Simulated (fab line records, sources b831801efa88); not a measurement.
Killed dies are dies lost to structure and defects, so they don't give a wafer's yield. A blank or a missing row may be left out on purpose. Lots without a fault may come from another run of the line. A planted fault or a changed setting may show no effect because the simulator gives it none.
Which tool did it? | flow sky130 | 7 lots, 21 wafers sampled, at 2 steps of a route of 708

WHAT THE GAUGES READ, wafer by wafer
SKY_SD_N_RS_MEAS_18: measures by four-point-probe.
lot  | measured     | on            | RES_XHIGH_RS (ohm/sq)
L544 | day 29 07:44 | film_metro-02 | 332.6 333.6 331.8
L546 | day 30 08:44 | film_metro-04 | 332.2 332.3 331.1
L548 | day 30 15:37 | film_metro-04 | 332.1 333.2 333.0
L551 | day 31 18:59 | film_metro-04 | 332.5 333.5 331.8
L555 | day 33 04:34 | film_metro-02 | 345.1 345.6 345.4
L561 | day 34 14:09 | film_metro-01 | 333.7 335.1 334.9
L566 | day 36 11:11 | film_metro-01 | 333.5 333.1 334.0

WHICH TOOL RAN EACH LOT (tool, then ch and the chambers of the sampled wafers, then the start)
lot  | SKY_RES_XHIGH_IMPLANT_07
L544 | implanter-04 ch 0, day 28 01:34
L546 | implanter-01 ch 0, day 29 02:49
L548 | implanter-01 ch 0, day 29 09:05
L551 | implanter-01 ch 0, day 30 14:14
L555 | implanter-04 ch 0, day 31 23:31
L561 | implanter-03 ch 0, day 33 09:05
L566 | implanter-03 ch 0, day 35 07:05
- SKY_RES_XHIGH_IMPLANT_07

THE ANSWER, worked out from the rows above alone
Rule: what is usual is taken from the lots themselves. Put in order of their means at a reading, lots are off if they are a third of the lots or fewer, leave a main group of 4 or more, and stand apart from it by a gap of 3 or more times the standard deviation of the main group's means; of several such gaps the widest counts. A main group whose means are all the same, to the digits that the tables above print for the reading, isn't used. A lot without any number at a reading at which 4 lots or more have one is off too. The other lots that the step has rows for count as sound.
Off: L555, at SKY_SD_N_RS_MEAS_18 (RES_XHIGH_RS). The main group: mean 333.0 ohm/sq, standard deviation 0.85.
A tool fits if, at a process step before that reading, it ran every lot that is off, and no sound lot after the first of them. The gauges at SKY_SD_N_RS_MEAS_18 are tried like those tools. Can't be told from this: 2 tools fit, implanter-04 at SKY_RES_XHIGH_IMPLANT_07, film_metro-02 at SKY_SD_N_RS_MEAS_18.

WHAT THE SIMULATOR HAD PUT IN
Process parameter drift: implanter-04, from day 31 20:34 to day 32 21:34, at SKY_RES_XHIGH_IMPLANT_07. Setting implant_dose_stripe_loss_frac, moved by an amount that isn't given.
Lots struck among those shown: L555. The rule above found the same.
